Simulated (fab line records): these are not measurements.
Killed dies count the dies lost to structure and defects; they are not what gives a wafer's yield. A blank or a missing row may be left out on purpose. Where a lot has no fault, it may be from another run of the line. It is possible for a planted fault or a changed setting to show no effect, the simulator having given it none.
One fault through the eyes of 2 desks	flow sky130	numbers are kept per desk, each desk with only its own; the story behind them comes last

== METROLOGY DESK ==
What the gauges read for every lot (on any tool): the sampled wafers with a number, averaged. Any lot whose mean is over 4 standard deviations away from the usual mean is out of limits and marked OUT; that distance is given in the brackets.
Columns: A = PWDE_TW at SKY_PWDE_TW_MEAS_10, usual 374.4; B = PWDE_RS at SKY_NWELL_RS_MEAS_31, usual 5283 ohm/sq; C = LI_CONTACT_W_THK at SKY_LI_CONTACT_THK_MEAS_23, usual 414 nm
lot	first seen here	A	B	C
L762	day 3 18:54	379.4	5256	417
L763	day 4 01:21	374.6	5292	418
L765	day 4 10:09	374.7	5279	409
L766	day 4 15:32	377.4	5313	417
L767	day 4 22:20	376.8	5283	423
L768	day 5 08:26	372.7	5267	416
L769	day 5 13:20	376.0	5282	414
L772	day 6 03:53	373.1	5295	406
L778	day 7 12:17	344.2 (-11) OUT	6604 (+73) OUT	411
L783	day 8 20:37	343.3 (-12) OUT	6548 (+70) OUT	408
L785	day 9 11:30	373.2	5268	424
This desk's result: L778, L783 out of limits, first on L778 (PWDE_TW at SKY_PWDE_TW_MEAS_10), day 7 12:17. Within limits: L762, L763, L765, L766, L767, L768, L769, L772, L785.

== FOR THE TOOL OWNER'S DESK: implanter-04 ==
The tool's own readings at SKY_PWDE_IMPLANT_08: means of the sampled wafers that have a number, for each lot that ran on this tool. Any lot whose mean is over 4 standard deviations away from the usual mean is out of limits and marked OUT; that distance is given in the brackets.
Columns: A = dose ions cm2 at SKY_PWDE_IMPLANT_08, usual 3.6e+12; B = faraday current uA at SKY_PWDE_IMPLANT_08, usual 20.4
lot	first seen here	A	B
L762	day 3 18:42	3.6e+12	20.7
L763	day 4 01:06	3.6e+12	20.2
L766	day 4 15:20	3.6e+12	20.4
L768	day 5 08:12	3.6e+12	20.6
L772	day 6 03:39	3.6e+12	20.3
L778	day 7 12:02	2.8e+12 (-99 or more) OUT	15.9 (-12) OUT
L783	day 8 20:24	2.8e+12 (-99 or more) OUT	15.7 (-12) OUT
This desk finds L778, L783 out of limits, L778 being first, at day 7 12:02 (dose ions cm2 at SKY_PWDE_IMPLANT_08). Within limits: L762, L763, L766, L768, L772.

== PUT TOGETHER ==
On L778, L783, at day 7 12:02, an alarm was possible from the tool owner's desk.
L778, L783 would have let the metrology desk raise an alarm at day 7 12:17.
All the named lots went through SKY_PWDE_IMPLANT_08 on implanter-04.

== WHAT HAD BEEN PUT IN BY THE SIMULATOR ==
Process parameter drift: implanter-04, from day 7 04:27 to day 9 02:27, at SKY_PWDE_IMPLANT_08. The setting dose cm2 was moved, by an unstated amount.
Struck lots among those shown: L778, L783.
Fault start to first reading out of limits, in hours, per desk: tool owner, 8; metrology, 8.
